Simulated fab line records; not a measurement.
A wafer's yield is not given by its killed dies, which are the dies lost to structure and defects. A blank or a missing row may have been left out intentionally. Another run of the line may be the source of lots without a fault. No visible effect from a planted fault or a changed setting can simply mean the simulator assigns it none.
Chamber matching | flow gf180mcu | GF_POLY_GATE_ETCH_13 on rie si-02 has 4 sister chambers
The step etches poly-Si in HBr/Cl2, stops on SiO2, target depth 198.5 nm, time 69.6 s. 14 wafers are shown with their chamber, then 7 later ones without.

## WAFERS, EACH WITH ITS CHAMBER
wafer  | chamber | drypump motor current A (A) | he backside leak sccm (sccm) | chamber pressure mTorr (mTorr)
L192.1 | 2       | 5.8                         | 2.6                          | 9.987
L192.3 | 1       | 5.4                         | 3.1                          | 10.004
L192.4 | 0       | 5.5                         | 2.8                          | 9.999
L193.4 | 0       | 5.5                         | 2.6                          | 10.021
L193.5 | 2       | 5.8                         | 2.6                          | 9.989
L193.6 | 1       | 5.4                         | 3.0                          | 10.007
L195.1 | 0       | 5.5                         | 2.8                          | 10.017
L195.2 | 3       | 6.3                         | 3.1                          | 9.990
L195.4 | 2       | 5.8                         | 2.6                          | 9.996
L199.2 | 2       | 5.8                         | 2.5                          | 9.999
L199.3 | 3       | 6.4                         | 3.1                          | 9.982
L199.4 | 1       | 5.4                         | 2.8                          | 9.998
L212.1 | 0       | 5.5                         | 2.7                          | 10.004
L212.4 | 0       | 5.5                         | 2.7                          | 9.995

SIGNATURES, as means of the wafers listed above
reading                 | chamber 0 | chamber 1 | chamber 2 | chamber 3 | scatter within a chamber
drypump motor current A | 5.500     | 5.400     | 5.800     | 6.350     | 0.0224
he backside leak sccm   | 2.720     | 2.967     | 2.575     | 3.100     | 0.0906
chamber pressure mTorr  | 10.00720  | 10.00300  | 9.99275   | 9.98600   | 0.00827
Rule: for a wafer and a chamber, the distance is found by dividing, reading by reading, the gap between the wafer's reading and the chamber's mean by the reading's scatter, squaring, summing and taking the root. The wafer belongs to the nearest chamber; if the next one is less than 2 further off, it can't be placed. The scatter: the root of (the sum of the squares of (reading less its chamber's mean) over the shown wafers, divided by (wafers less chambers)).

## WAFERS MISSING THEIR CHAMBER
wafer  | drypump motor current A (A) | he backside leak sccm (sccm) | chamber pressure mTorr (mTorr)
L212.6 | 6.4                         | 3.0                          | 9.996
L213.1 | 6.4                         | 3.1                          | 9.997
L213.2 | 5.5                         | 3.0                          | 10.004
L213.6 | 5.8                         | 2.5                          | 9.994
L215.3 | 5.8                         | 2.4                          | 10.004
L215.4 | 5.5                         | 2.6                          | 10.002
L215.5 | 5.3                         | 2.7                          | 10.003

## CHAMBER TAKEN BY EACH
wafer  | from the rows above     | in truth
L212.6 | 3                       | 3
L213.1 | 3                       | 3
L213.2 | can't be placed: 0 or 1 | 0
L213.6 | 2                       | 2
L215.3 | 2                       | 2
L215.4 | 0                       | 0
L215.5 | 1                       | 1
Correctly placed: 6 of 7. From these rows, 1 cannot be placed; in 1 the true chamber is one of the candidates. Wrongly placed: 0.
